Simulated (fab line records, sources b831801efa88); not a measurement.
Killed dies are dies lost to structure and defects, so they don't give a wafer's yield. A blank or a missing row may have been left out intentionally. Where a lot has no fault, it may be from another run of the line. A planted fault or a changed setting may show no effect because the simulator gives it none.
fab line records	flow sky130
record: lots: 11	wafers: 33	last_day: 50
route steps=708 shown POLY_CUT@316 SD_P@322 RES_XHIGH@341 PAD_OPEN@708
lots that met no fault: from a run of the same line without faults
start_h: the number of hours between the record's first day and the start of the first shown wafer of the lot	wait_h: hours elapsed since this lot's preceding step	" identical to the entry in the row above	L1.1+2: several wafers, shown together as one row	- no value present, or no start provided	* or withheld: withheld	< > ~ a bound
route shown NAME@n: NAME is a module with steps in the file, n the number in the route of the first one	usual: mean/standard deviation of fault-free wafers	same: alike in all rows	chamber/n: place in a boat	sites: the reading at each site	_std_site: how widely they spread, as a standard deviation	_edge_site: mean of outer sites minus mean of inner sites	radius_mm: how far each site lies from the wafer's centre	mask NAME#n: copy n	behind: the most recent tool/chamber to have shaped the wafer	hold: what put the lot on hold/how long, in hours/how the hold closed	device: transistor that didn't switch, given as n, p or np	end of line: tests of these same wafers at the route's end	step lacking rows: just its recipe	killed: the dies lost at the first sort to structure and to defects; this is not the yield of the wafer	map: the dies of a wafer, with x for killed, . for not killed, _ for no die there
set.NAME: the run value of the setting; set.NAME@STEP: its run value at that earlier step	model.NAME: the simulator's own value behind a step, which no gauge read
steps of the route over a sample of lots; a table a step, a row a wafer
services: the hour from which a tool's chamber was out of use, counted from the record's first day as start_h (under 0 if before that day), plus the number of hours and why
== steps ==
step: SKY_POLY_CUT_OVL_MEAS_09
usual: POLY_CUT_OVL: 2/3.9
lot.wafer	tool	chamber	start_h	wait_h	POLY_CUT_OVL[nm]
L848.1	overlay-02	-	568.79	0.1	2
L848.2	"	-	"	"	4
L848.5	"	-	"	"	1
L850.1	overlay-02	-	590.04	0.1	9
L850.3	"	-	"	"	12
L850.5	"	-	"	"	11
L851.4	overlay-01	-	597.73	0.1	-2
L851.5	"	-	"	"	9
L851.6	"	-	"	"	3
L852.1	overlay-01	-	608.87	0.1	0
L852.4	"	-	"	"	2
L852.5	"	-	"	"	0
L853.3	overlay-02	-	612.46	0.1	-6
L853.4	"	-	"	"	11
L853.5	"	-	"	"	-1
L863.1	overlay-01	-	696.42	0.1	0
L863.3	"	-	"	"	-2
L863.6	"	-	"	"	0
L864.1	overlay-01	-	711.44	0.1	3
L864.2	"	-	"	"	0
L864.4	"	-	"	"	5
L865.2	overlay-02	-	713.45	0.1	0
L865.3	"	-	"	"	0
L865.4	"	-	"	"	2
L867.4	overlay-01	-	718.58	0.1	0
L867.5	"	-	"	"	-3
L867.6	"	-	"	"	0
L868.1	overlay-02	-	731.15	0.1	-1
L868.5	"	-	"	"	0
L868.6	"	-	"	"	2
L869.1	overlay-01	-	736.54	0.1	2
L869.2	"	-	"	"	-2
L869.4	"	-	"	"	-1
step: SKY_POLY_CUT_ETCH_10
recipe: chemistry: N2/H2	target: BARC	ion_energy_ev: 200	source_w: 500	bias_w: 100	pressure_mtorr: 30	n2_flow_sccm: 100	h2_flow_sccm: 200	stop_on: SiO2	time_s: 45.9	target_depth_a: 600
usual: drypump_motor_current_A: 5.53/0.3	h2_flow_sccm: 200.0/0.55	n2_flow_sccm: 99.98/0.26	oes_product_au: 0.855/0.0048	throttle_valve_pct: 13.223/0.0097
lot.wafer	tool	chamber	start_h	wait_h	drypump_motor_current_A	h2_flow_sccm	n2_flow_sccm	oes_product_au	rf_hours_counter_h	throttle_valve_pct
L848.1	rie_diel-04	1	568.83	0.0	5.16	199.7	99.80	0.863	16	13.219
L848.2	"	0	"	"	5.23	199.9	99.83	0.859	41	13.233
L848.5	"	1	"	"	5.13	200.3	100.47	0.851	-	13.227
L850.1	rie_diel-01	3	590.08	0.0	5.79	200.3	99.85	0.864	62	13.227
L850.3	"	0	"	"	5.67	199.5	99.74	0.853	56	13.234
L850.5	"	1	"	"	5.38	200.4	100.49	0.857	-	13.209
L851.4	rie_diel-01	0	597.77	0.0	5.64	200.0	99.73	0.861	-	13.225
L851.5	"	3	"	"	5.79	200.3	99.55	0.860	-	13.225
L851.6	"	1	"	"	5.39	200.2	99.82	0.851	-	13.225
L852.1	rie_diel-01	2	608.90	0.0	5.96	199.5	100.56	0.856	5	13.220
L852.4	"	1	"	"	5.40	198.6	99.97	0.858	9	13.237
L852.5	"	0	"	"	5.64	199.6	100.10	0.852	-	13.220
L853.3	rie_diel-04	2	612.48	0.0	5.36	200.8	100.22	0.852	7	13.221
L853.4	"	0	"	"	5.23	199.4	100.20	0.853	42	13.227
L853.5	"	1	"	"	5.14	200.1	99.98	0.853	-	13.229
L863.1	rie_diel-01	1	696.45	0.0	5.40	200.5	99.88	0.851	12	13.222
L863.3	"	2	"	"	5.96	199.3	100.19	0.856	8	13.214
L863.6	"	1	"	"	5.40	199.6	100.22	0.854	-	13.221
L864.1	rie_diel-04	0	711.48	0.0	5.24	200.0	99.91	0.848	44	13.218
L864.2	"	3	"	"	5.27	200.5	99.92	0.850	3	13.230
L864.4	"	1	"	"	5.13	199.8	99.97	0.848	19	13.217
L865.2	rie_diel-01	2	713.48	0.0	5.94	200.5	99.82	0.850	8	13.236
L865.3	"	0	"	"	5.66	200.4	99.96	0.856	0	13.247
L865.4	"	3	"	"	5.79	199.1	99.86	0.858	1	13.232
L867.4	rie_diel-04	1	718.60	0.0	5.12	200.1	99.95	0.850	19	13.241
L867.5	"	0	"	"	5.25	199.9	99.90	0.848	-	13.220
L867.6	"	1	"	"	5.11	199.4	100.13	0.851	-	13.203
L868.1	rie_diel-04	3	731.18	0.0	5.29	200.7	99.89	0.853	4	13.222
L868.5	"	1	"	"	5.15	199.8	99.97	0.852	-	13.222
L868.6	"	2	"	"	5.40	199.9	100.00	0.846	-	13.239
L869.1	rie_diel-03	0	736.58	0.0	5.80	200.7	99.65	0.852	8	13.234
L869.2	"	3	"	"	5.69	199.5	99.81	0.855	7	13.206
L869.4	"	2	"	"	5.75	200.2	99.88	0.859	12	13.226
step: SKY_POLY_CUT_STRIP_12
recipe: chemistry: O2/N2	power_w: 1400	pressure_mtorr: 1500	platen_temp_c: withheld	o2_flow_sccm: 3000	n2_flow_sccm: 300	overash_fraction: 0.5
usual: drypump_motor_current_A: 5.9/0.47	n2_flow_sccm: 300.2/0.83	o2_flow_sccm: 3000/10	oes_product_au: 0.452/0.0037	strip_time_to_endpoint_s: 5.355/0.019
lot.wafer	tool	chamber	start_h	wait_h	drypump_motor_current_A	n2_flow_sccm	o2_flow_sccm	oes_product_au	rf_hours_counter_h	strip_time_to_endpoint_s
L848.1	plasma_asher-01	0	568.91	0.0	5.1	300.3	2980	0.453	88	5.382
L848.2	"	1	"	"	6.0	302.2	2997	0.452	88	5.402
L848.5	"	0	"	"	5.1	299.9	2987	0.458	-	5.399
L850.1	plasma_asher-01	0	590.16	0.0	5.1	299.3	3008	0.444	90	5.374
L850.3	"	1	"	"	6.0	299.6	3006	0.453	-	5.382
L850.5	"	0	"	"	5.1	298.7	3015	0.454	-	5.379
L851.4	plasma_asher-01	0	597.87	0.0	5.1	299.5	3015	0.453	-	5.373
L851.5	"	0	"	"	5.1	299.9	3008	0.456	-	5.363
L851.6	"	1	"	"	6.1	299.8	3017	0.452	-	5.343
L852.1	plasma_asher-03	1	608.98	0.0	6.1	300.7	3001	0.450	78	5.347
L852.4	"	0	"	"	6.4	300.6	2999	0.455	-	5.371
L852.5	"	0	"	"	6.5	300.2	3002	0.454	-	5.405
L853.3	plasma_asher-01	0	612.60	0.1	5.1	299.6	2990	0.447	-	5.361
L853.4	"	1	"	"	6.1	300.8	2993	0.454	-	5.323
L853.5	"	0	"	"	5.2	300.0	3001	0.445	-	5.333
L863.1	plasma_asher-01	1	696.53	0.0	6.0	300.3	3004	0.450	101	5.367
L863.3	"	1	"	"	6.1	300.3	3005	0.446	-	5.367
L863.6	"	1	"	"	6.1	299.1	2997	0.452	-	5.350
L864.1	plasma_asher-04	0	711.56	0.0	5.9	300.1	2989	0.452	28	5.371
L864.2	"	1	"	"	6.3	300.2	2996	0.444	28	5.338
L864.4	"	0	"	"	5.9	299.1	2980	0.446	-	5.325
L865.2	plasma_asher-04	1	713.56	0.0	6.3	299.4	3003	0.458	28	5.341
L865.3	"	1	"	"	6.3	299.9	3000	0.455	-	5.346
L865.4	"	0	"	"	5.9	299.9	3019	0.453	-	5.366
L867.4	plasma_asher-03	1	718.72	0.1	6.1	299.2	2994	0.453	-	5.341
L867.5	"	0	"	"	6.5	299.4	3006	0.450	-	5.341
L867.6	"	1	"	"	6.1	301.1	2983	0.447	-	5.347
L868.1	plasma_asher-03	0	731.27	0.0	6.5	300.0	3009	0.456	89	5.376
L868.5	"	1	"	"	6.1	300.6	3002	0.450	-	5.391
L868.6	"	0	"	"	6.5	300.5	2994	0.452	-	5.378
L869.1	plasma_asher-03	0	736.66	0.0	6.5	300.5	2996	0.450	90	5.342
L869.2	"	1	"	"	6.1	301.4	2976	0.455	90	5.338
L869.4	"	1	"	"	6.1	300.4	2997	0.448	-	5.358
step: SKY_SD_P_COAT_02
recipe: resist: NOVOLAK	spin_rpm: 3000	resist_thk_nm: 1140
usual: chill_plate_temp_C: 23.00/0.091	dispense_pressure_kPa: 51.4/0.99	spin_speed_rpm: 3000.2/2.1
lot.wafer	tool	chamber	start_h	wait_h	chill_plate_temp_C	dispense_pressure_kPa	spin_speed_rpm
L848.1	litho_track-04	0	582.45	0.1	22.97	52.4	3003.3
L848.2	"	0	"	"	22.91	52.3	3000.9
L848.5	"	0	"	"	23.14	52.3	2999.8
L850.1	litho_track-04	0	604.10	0.1	22.87	52.3	2998.7
L850.3	"	0	"	"	22.95	52.3	3001.9
L850.5	"	0	"	"	22.98	52.4	2998.6
L851.4	litho_track-04	-	612.02	0.1	-	-	-
L851.5	"	-	"	"	-	-	-
L851.6	"	-	"	"	-	-	-
L852.1	litho_track-04	-	624.15	0.1	-	-	-
L852.4	"	-	"	"	-	-	-
L852.5	"	-	"	"	-	-	-
L853.3	litho_track-04	0	627.30	0.1	23.00	52.4	3001.2
L853.4	"	0	"	"	23.09	52.4	2999.8
L853.5	"	0	"	"	23.13	52.4	2999.5
L863.1	litho_track-04	0	709.50	0.1	22.89	52.4	3000.4
L863.3	"	0	"	"	23.05	52.3	3002.1
L863.6	"	0	"	"	23.13	52.3	3002.3
L864.1	litho_track-04	0	725.00	0.1	22.96	52.4	2996.4
L864.2	"	0	"	"	22.99	52.3	2998.4
L864.4	"	0	"	"	23.19	52.3	3002.8
L865.2	litho_track-04	0	726.87	0.1	23.14	52.3	2998.9
L865.3	"	0	"	"	22.97	52.3	2999.9
L865.4	"	0	"	"	23.02	52.3	2999.2
L867.4	litho_track-04	0	732.17	0.1	22.85	52.3	3001.2
L867.5	"	0	"	"	22.87	52.3	3001.9
L867.6	"	0	"	"	23.00	52.4	3001.6
L868.1	litho_track-04	0	744.55	0.1	23.14	52.4	3000.3
L868.5	"	0	"	"	22.94	52.4	3001.5
L868.6	"	0	"	"	23.01	52.4	2997.6
L869.1	litho_track-02	0	750.70	0.1	23.01	50.8	3002.8
L869.2	"	0	"	"	23.09	50.8	3002.8
L869.4	"	0	"	"	22.82	50.8	3000.2
step: SKY_SD_P_CD_MEAS_07
recipe: target_cd_nm: 380
usual: cd_nm: 379.7/2.5
lot.wafer	tool	chamber	start_h	wait_h	cd_nm
L848.1	cd_sem-01	-	597.35	0.1	376.9
L848.2	"	-	"	"	376.9
L848.5	"	-	"	"	379.0
L850.1	cd_sem-01	-	619.17	0.1	385.6
L850.3	"	-	"	"	384.7
L850.5	"	-	"	"	382.8
L851.4	cd_sem-02	-	627.01	0.1	-
L851.5	"	-	"	"	-
L851.6	"	-	"	"	-
L852.1	cd_sem-01	-	638.17	0.1	-
L852.4	"	-	"	"	-
L852.5	"	-	"	"	-
L853.3	cd_sem-01	-	641.89	0.1	379.5
L853.4	"	-	"	"	381.8
L853.5	"	-	"	"	381.0
L863.1	cd_sem-01	-	723.87	0.1	380.1
L863.3	"	-	"	"	382.3
L863.6	"	-	"	"	381.2
L864.1	cd_sem-01	-	738.22	0.1	380.7
L864.2	"	-	"	"	379.7
L864.4	"	-	"	"	381.8
L865.2	cd_sem-01	-	740.42	0.1	382.7
L865.3	"	-	"	"	380.7
L865.4	"	-	"	"	381.2
L867.4	cd_sem-01	-	746.11	0.1	375.3
L867.5	"	-	"	"	378.3
L867.6	"	-	"	"	378.4
L868.1	cd_sem-01	-	758.95	0.1	377.6
L868.5	"	-	"	"	375.5
L868.6	"	-	"	"	377.3
L869.1	cd_sem-01	-	763.82	0.1	381.0
L869.2	"	-	"	"	381.7
L869.4	"	-	"	"	379.1
step: SKY_RES_XHIGH_TW_MEAS_09
usual: RES_XHIGH_TW: 1634/15
lot.wafer	tool	chamber	start_h	wait_h	RES_XHIGH_TW
L848.1	film_metro-02	-	627.50	0.1	1636
L848.2	"	-	"	"	1629
L848.5	"	-	"	"	1642
L850.1	film_metro-02	-	647.62	0.1	1632
L850.3	"	-	"	"	1639
L850.5	"	-	"	"	1639
L851.4	film_metro-01	-	656.11	0.1	2836
L851.5	"	-	"	"	2832
L851.6	"	-	"	"	2850
L852.1	film_metro-02	-	666.78	0.1	2879
L852.4	"	-	"	"	2876
L852.5	"	-	"	"	2878
L853.3	film_metro-01	-	670.57	0.1	1610
L853.4	"	-	"	"	1612
L853.5	"	-	"	"	1615
L863.1	film_metro-01	-	751.67	0.1	1622
L863.3	"	-	"	"	1626
L863.6	"	-	"	"	1624
L864.1	film_metro-02	-	766.12	0.1	1641
L864.2	"	-	"	"	1651
L864.4	"	-	"	"	1650
L865.2	film_metro-02	-	767.38	0.1	1649
L865.3	"	-	"	"	1646
L865.4	"	-	"	"	1648
L867.4	film_metro-01	-	773.96	0.1	1614
L867.5	"	-	"	"	1619
L867.6	"	-	"	"	1610
L868.1	film_metro-02	-	786.60	0.1	1638
L868.5	"	-	"	"	1637
L868.6	"	-	"	"	1644
L869.1	film_metro-02	-	790.88	0.1	1649
L869.2	"	-	"	"	1642
L869.4	"	-	"	"	1647
step: SKY_PAD_OPEN_PROBE_99
usual: killed_at_M0_to_M3: 45/7	killed_at_M4_up: 3.4/1.8	killed_at_contacts: 24/5.4	killed_at_front_end: 16/4.8	killed_at_other: 0.4/0.62	killed_dies: 89/10	killed_on_rim: 17/3.5	killed_open: 48/7.2	killed_short: 40/6.3
same: gross_dies: 492	killed_at_back_side: 0
lot.wafer	tool	chamber	start_h	wait_h	killed_at_M0_to_M3	killed_at_M4_up	killed_at_contacts	killed_at_front_end	killed_at_other	killed_dies	killed_on_rim	killed_open	killed_short
L850.1	prober-01	-	1094.61	0.1	39	2	34	14	1	90	22	46	43
L850.3	prober-01	-	1094.71	0.2	39	6	22	13	1	81	16	45	35
L850.5	prober-01	-	1094.81	0.2	35	1	26	20	0	82	16	48	33
L851.4	prober-02	-	1102.26	0.2	53	4	20	415	0	492	96	37	51
L851.5	prober-02	-	1102.31	0.2	57	5	16	414	0	492	96	58	36
L851.6	prober-02	-	1102.36	0.2	52	2	15	423	0	492	96	43	40
L852.1	prober-01	-	1112.56	0.1	36	6	29	421	0	492	96	46	42
L852.4	prober-01	-	1112.71	0.2	54	3	25	410	0	492	96	58	35
L852.5	prober-01	-	1112.76	0.2	44	2	29	417	0	492	96	52	43
L853.3	prober-02	-	1112.98	0.2	51	6	25	20	0	102	18	60	41
L853.4	prober-02	-	1113.03	0.2	47	2	21	30	0	100	23	52	48
L853.5	prober-02	-	1113.08	0.2	49	5	26	12	0	92	16	56	35
L865.2	prober-01	-	1178.47	0.1	41	2	13	14	0	70	11	36	33
L865.3	prober-01	-	1178.52	0.2	50	3	22	14	0	89	22	51	37
L865.4	prober-01	-	1178.57	0.2	41	5	22	7	0	75	18	41	33
killed by level:class
L850.1 LI_CONTACT:geometric_particle:open=16 VIA1:geometric_particle:open=8 VIA1:geometric_particle:short=8 CONTACT:geometric_particle:open=7 VIA3:geometric_particle:open=7 FIELD_ISO:geometric_particle:short=5 FIELD_ISO:geometric_particle:open=5 LOCAL_INTERCONNECT:geometric_particle:short=5
L850.3 VIA1:geometric_particle:open=10 CONTACT:geometric_particle:open=9 VIA3:geometric_particle:open=8 METAL1:geometric_particle:short=7 METAL4:geometric_particle:short=5 FIELD_ISO:geometric_particle:short=4 CONTACT:geometric_particle:short=4 VIA2:geometric_particle:open=4
L850.5 CONTACT:geometric_particle:open=9 LI_CONTACT:geometric_particle:open=8 VIA3:geometric_particle:open=8 VIA1:geometric_particle:open=7 FIELD_ISO:geometric_particle:open=6 POLY_GATE:geometric_particle:open=4 CONTACT:geometric_particle:short=4 METAL2:geometric_particle:short=4
L851.4 SD_P:area_expose=402 VIA1:geometric_particle:short=13 VIA1:geometric_particle:open=9 CONTACT:geometric_particle:open=7 METAL3:geometric_particle:short=7 LI_CONTACT:geometric_particle:open=6 METAL1:geometric_particle:short=6 METAL2:geometric_particle:short=5
L851.5 SD_P:area_expose=397 VIA1:geometric_particle:open=13 VIA2:geometric_particle:open=9 CONTACT:geometric_particle:open=8 METAL1:geometric_particle:short=7 FIELD_ISO:geometric_particle:open=6 METAL2:geometric_particle:short=6 VIA3:geometric_particle:open=6
L851.6 SD_P:area_expose=408 VIA1:geometric_particle:open=17 METAL1:geometric_particle:short=9 VIA3:geometric_particle:open=7 POLY_GATE:geometric_particle:short=6 CONTACT:geometric_particle:open=6 FIELD_ISO:geometric_particle:short=5 METAL3:geometric_particle:short=4
L852.1 SD_P:area_expose=404 CONTACT:geometric_particle:open=11 LI_CONTACT:geometric_particle:open=9 FIELD_ISO:geometric_particle:short=8 METAL1:geometric_particle:short=7 VIA1:geometric_particle:short=6 POLY_GATE:geometric_particle:open=5 CONTACT:geometric_particle:short=4
L852.4 SD_P:area_expose=398 VIA1:geometric_particle:open=18 CONTACT:geometric_particle:open=12 VIA1:geometric_particle:short=7 METAL2:geometric_particle:short=6 VIA3:geometric_particle:open=5 LI_CONTACT:geometric_particle:open=4 LOCAL_INTERCONNECT:geometric_particle:short=4
L852.5 SD_P:area_expose=397 CONTACT:geometric_particle:open=11 CONTACT:geometric_particle:short=9 METAL2:geometric_particle:short=8 VIA3:geometric_particle:open=7 VIA1:geometric_particle:open=7 VIA1:geometric_particle:short=6 FIELD_ISO:geometric_particle:open=5
L853.3 CONTACT:geometric_particle:open=13 VIA3:geometric_particle:open=11 VIA1:geometric_particle:open=10 METAL2:geometric_particle:short=6 VIA2:geometric_particle:open=6 POLY_GATE:geometric_particle:open=5 METAL1:geometric_particle:short=5 METAL3:geometric_particle:short=5
L853.4 VIA1:geometric_particle:open=12 POLY_GATE:geometric_particle:short=11 POLY_GATE:geometric_particle:open=8 LI_CONTACT:geometric_particle:open=8 VIA2:geometric_particle:short=6 VIA3:geometric_particle:open=6 CONTACT:geometric_particle:open=5 FIELD_ISO:geometric_particle:short=4
L853.5 CONTACT:geometric_particle:open=14 VIA1:geometric_particle:open=14 VIA2:geometric_particle:open=10 METAL1:geometric_particle:short=8 METAL2:geometric_particle:short=7 CONTACT:geometric_particle:short=6 LI_CONTACT:geometric_particle:open=5 FIELD_ISO:geometric_particle:open=3
L865.2 VIA1:geometric_particle:open=12 VIA2:geometric_particle:open=6 VIA3:geometric_particle:short=5 LI_CONTACT:geometric_particle:open=4 CONTACT:geometric_particle:open=4 METAL1:geometric_particle:short=4 FIELD_ISO:geometric_particle:open=3 POLY_GATE:geometric_particle:open=3
L865.3 VIA1:geometric_particle:open=12 CONTACT:geometric_particle:open=9 VIA2:geometric_particle:open=8 VIA1:geometric_particle:short=6 VIA3:geometric_particle:open=6 METAL2:geometric_particle:short=5 POLY_GATE:geometric_particle:open=4 POLY_GATE:geometric_particle:short=4
L865.4 VIA1:geometric_particle:open=17 CONTACT:geometric_particle:open=8 LOCAL_INTERCONNECT:geometric_particle:short=6 VIA1:geometric_particle:short=6 FIELD_ISO:geometric_particle:open=5 VIA3:geometric_particle:open=5 METAL4:geometric_particle:short=4 VIA3:geometric_particle:short=4
== services ==
tool	chamber	start_h	hours	kind
rie_diel-04	3	576.50	-	clean
rie_diel-04	3	576.50	15.6	scheduled_down
rie_diel-04	3	576.50	15.6	vent_cycle
rie_diel-03	1	579.66	4.4	repair
rie_diel-01	2	594.45	5.5	repair
plasma_asher-01	-	621.47	2.8	pm
plasma_asher-03	-	653.01	2.8	pm
rie_diel-01	3	659.21	-	clean
rie_diel-01	3	659.21	23.7	scheduled_down
rie_diel-01	3	659.21	23.7	vent_cycle
plasma_asher-01	-	660.06	4.3	repair
rie_diel-03	1	671.73	6.3	repair
plasma_asher-04	-	677.87	2.8	pm
rie_diel-01	-	679.00	2.7	repair
rie_diel-04	-	679.23	0.2	repair
rie_diel-03	-	681.75	2.8	pm
rie_diel-03	2	684.59	6.7	repair
rie_diel-01	0	688.08	-	clean
litho_track-04	-	694.43	-	consumable_replace:filter
rie_diel-01	2	698.04	8.8	repair
rie_diel-03	3	708.56	15.6	repair
rie_diel-01	0	718.96	5.4	repair
rie_diel-01	2	723.79	4.3	repair
plasma_asher-01	-	733.78	9.0	pm
== key ==
first_sign: step: SKY_SD_P_COAT_02	reading: tool_record	direction: missing
effect: step: SKY_SD_P_CD_MEAS_07	reading: cd_nm	direction: missing
effect: step: SKY_RES_XHIGH_TW_MEAS_09	reading: RES_XHIGH_TW	direction: up	sigmas: 79	usual: 1634	struck: 2859
effect: step: SKY_PAD_OPEN_PROBE_99	reading: killed_at_front_end	direction: up	sigmas: 83	usual: 16	struck: 417
more_kills_born_at: SKY_SD_P_EXPOSE_04@iline_stepper-01: 1207	SKY_SD_P_EXPOSE_04@iline_stepper-02: 1199
met_at SKY_SD_P_COAT_02
struck_lots L851,L852
tester_left_out L851,L852
not_acting_at SKY_POLY_CUT_OVL_MEAS_09,SKY_POLY_CUT_ETCH_10,SKY_POLY_CUT_STRIP_12
onset_between 604.10 612.02
fault: kind: skipped_step_whole	tool: litho_track-04	chamber: -	onset_h: 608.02	steps: SKY_SD_P_COAT_02	scope: struck_lots_only
tester_left_out: of these lots the tester's yield and bins aren't shown, on N5 and GAA mostly nor the transistor test; their killed dies are dies lost to structure and defects alone, not to doping, threshold or leakage, so they don't give the yield
